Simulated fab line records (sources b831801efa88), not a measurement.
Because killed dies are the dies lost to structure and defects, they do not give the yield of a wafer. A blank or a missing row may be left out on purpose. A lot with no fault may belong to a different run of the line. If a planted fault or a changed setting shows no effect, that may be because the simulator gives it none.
Which tool was responsible? :: flow gf180mcu :: 6 lots, 18 wafers sampled, at 2 steps of a route of 602

== WHAT THE GAUGES SHOWED, per wafer ==
GF_VT_IMPLANT_TW_MEAS_43.
lot: L156
measured: day 8 09:01
on: film-metro-03
VT_IMPLANT_4_TW: 692 690 691

lot: L159
measured: day 8 23:13
on: film-metro-02
VT_IMPLANT_4_TW: 699 696 694

lot: L162
measured: day 9 21:52
on: film-metro-04
VT_IMPLANT_4_TW: 705 703 705

lot: L164
measured: day 10 10:01
on: film-metro-03
VT_IMPLANT_4_TW: 690 690 689

lot: L174
measured: day 13 04:58
on: film-metro-02
VT_IMPLANT_4_TW: 692 693 690

lot: L177
measured: day 14 00:49
on: film-metro-04
VT_IMPLANT_4_TW: 702 701 702

== EACH LOT AND THE TOOL THAT RAN IT (in order: tool; ch and the chambers of the sampled wafers; start) ==
lot: L156
GF_VT_IMPLANT_STRIP_20: plasma-asher-03 ch 0,1, day 7 00:13

lot: L159
GF_VT_IMPLANT_STRIP_20: plasma-asher-03 ch 0,1, day 7 13:53

lot: L162
GF_VT_IMPLANT_STRIP_20: plasma-asher-02 ch 0,1, day 8 11:14

lot: L164
GF_VT_IMPLANT_STRIP_20: plasma-asher-03 ch 0,1, day 8 23:15

lot: L174
GF_VT_IMPLANT_STRIP_20: plasma-asher-01 ch 0,1, day 11 13:42

lot: L177
GF_VT_IMPLANT_STRIP_20: plasma-asher-02 ch 0,1, day 12 08:10
- GF_VT_IMPLANT_STRIP_20: strips in O2/N2.

== THE ANSWER, worked out from the rows above alone ==
Rule: the usual values come from the lots themselves. Put in order of their means at a reading, lots are off if they are a third of the lots or fewer, leave a main group of 4 or more, and stand apart from it by a gap of 3 or more times the standard deviation of the main group's means; of several such gaps the widest counts. A main group is skipped when, at the precision printed for the reading in the tables above, its means are all equal. Also off: a lot with no number at a reading for which 4 or more lots have one. The other lots that the step has rows for count as sound.
No lot is off on any of the readings shown, so nothing can be concluded from this.

== WHAT WAS PUT IN BY THE SIMULATOR ==
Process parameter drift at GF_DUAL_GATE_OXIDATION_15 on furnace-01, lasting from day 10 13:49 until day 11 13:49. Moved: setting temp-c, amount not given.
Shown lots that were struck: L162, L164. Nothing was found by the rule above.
